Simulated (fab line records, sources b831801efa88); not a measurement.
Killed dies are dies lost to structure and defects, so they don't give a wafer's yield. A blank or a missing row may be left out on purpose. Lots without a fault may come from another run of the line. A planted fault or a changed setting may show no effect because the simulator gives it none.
A struck lot beside a sound one | flow sky130 | 18 steps out of a route of 708
Sound: wafers L388.2, L388.4, L388.5. Struck: wafers L405.1, L405.3, L405.6. The cause comes at the end.
At each step with rows: each side's tool, then ch and its chambers, then its first start. Under that, the readings that differ: sound wafers | struck wafers | difference of the means | sigmas: that difference in standard deviations of wafers without a fault.
alike: readings whose means differ by less than 2 such deviations, and words and numbers that are the same on both sides. not compared: withheld readings, readings that some wafer has no value for, bounds like >300 that may hide the same value, and numbers for which the record gives no deviation and whose values overlap.
The two part at a step that has a row with sigmas, a row that says differs or no value, or rows on one side only. Numbers that don't overlap but have no deviation are shown without sigmas and don't part them. A reading that every wafer of one side lacks parts them only if that side has two wafers or more.

first, 3 steps without rows for these wafers: SKY_VT_ADJUST_NCORE_EXPOSE_04 (exposes mask LVTN COMPLEMENT THIN, target cd 380 nm); SKY_VT_ADJUST_NCORE_PEB_05; SKY_VT_ADJUST_NCORE_DEVELOP_06 (develop time 60 s).
SKY_VT_ADJUST_NCORE_CD_MEAS_07: target cd 380 nm.
  sound on cd_sem-01, day 8 17:32; struck on cd_sem-01, day 14 07:10
  alike: cd_nm
SKY_VT_ADJUST_NCORE_OVL_MEAS_08:
  sound on overlay-01, day 8 17:39; struck on overlay-02, day 14 07:17
  alike: VT_ADJUST_NCORE_OVL
then, 1 step without rows for these wafers: SKY_VT_ADJUST_NCORE_IMPLANT_09.
SKY_VT_ADJUST_NCORE_STRIP_10: strips in O2/N2.
  sound on plasma_asher-01 ch 0,1, day 8 17:50; struck on plasma_asher-01 ch 0,1, day 14 07:29
  alike: drypump_motor_current_A, n2_flow_sccm, oes_product_au, strip_time_to_endpoint_s
  not compared: rf_hours_counter_h
SKY_VT_ADJUST_NCORE_TW_MEAS_11:
  sound on film_metro-04, day 8 17:56; struck on film_metro-04, day 14 07:35
  alike: VT_ADJUST_NCORE_TW
then, 4 steps without rows for these wafers: SKY_VT_ADJUST_HVTR_DEHYDRATE_00 (time 60 s); SKY_VT_ADJUST_HVTR_HMDS_01 (prime time 60 s); SKY_VT_ADJUST_HVTR_COAT_02 (resist thk 1140 nm); SKY_VT_ADJUST_HVTR_SOFTBAKE_03 (time 60 s).
SKY_VT_ADJUST_HVTR_EXPOSE_04: exposes mask HVTRM, target cd 380 nm.
  sound on iline_stepper-01 ch 0, day 9 06:14; struck on iline_stepper-01 ch 0, day 14 20:47
  reading              | sound                | struck               | difference | sigmas
  exposure_dose_mJ_cm2 | 149.88 150.22 150.05 | 156.94 156.90 156.72 | +6.80      | +52
  alike: mask
then, 2 steps without rows for these wafers: SKY_VT_ADJUST_HVTR_PEB_05; SKY_VT_ADJUST_HVTR_DEVELOP_06 (develop time 60 s).
SKY_VT_ADJUST_HVTR_CD_MEAS_07: target cd 380 nm.
  sound on cd_sem-01, day 9 17:10; struck on cd_sem-01, day 15 09:23
  reading    | sound             | struck            | difference | sigmas
  cd_nm (nm) | 381.9 383.9 381.1 | 391.1 391.9 394.6 | +10.2      | +4
SKY_VT_ADJUST_HVTR_OVL_MEAS_08:
  sound on overlay-02, day 9 17:16; struck on overlay-01, day 15 09:30
  alike: VT_ADJUST_HVTR_OVL
-- the record jumps here: 35 days lie between the struck wafers' starts before and after (it left off in module VT_ADJUST_HVTR and takes up again in module PAD_OPEN, whose first step shown is number 708 of the route) --
SKY_PAD_OPEN_PROBE_99:
  sound on prober-02, day 46 08:06; struck on prober-01, day 50 12:13
  reading         | sound    | struck | difference | sigmas
  killed_at_M4_up | 2 1 3    | 7      | +5         | +3
  killed_dies     | 70 69 90 | 97     | +21        | +2
  killed_open     | 46 36 44 | 56     | +14        | +2
  alike: killed_at_M0_to_M3, killed_at_contacts, killed_at_front_end, killed_at_other, killed_short

WHERE THEY PART
First at SKY_VT_ADJUST_HVTR_EXPOSE_04; last, within this record, at SKY_PAD_OPEN_PROBE_99.

WHY: what the simulator had put in
Process parameter drift: iline_stepper-01, from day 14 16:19 on, at SKY_VT_ADJUST_HVTR_EXPOSE_04. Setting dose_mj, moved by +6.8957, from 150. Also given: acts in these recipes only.
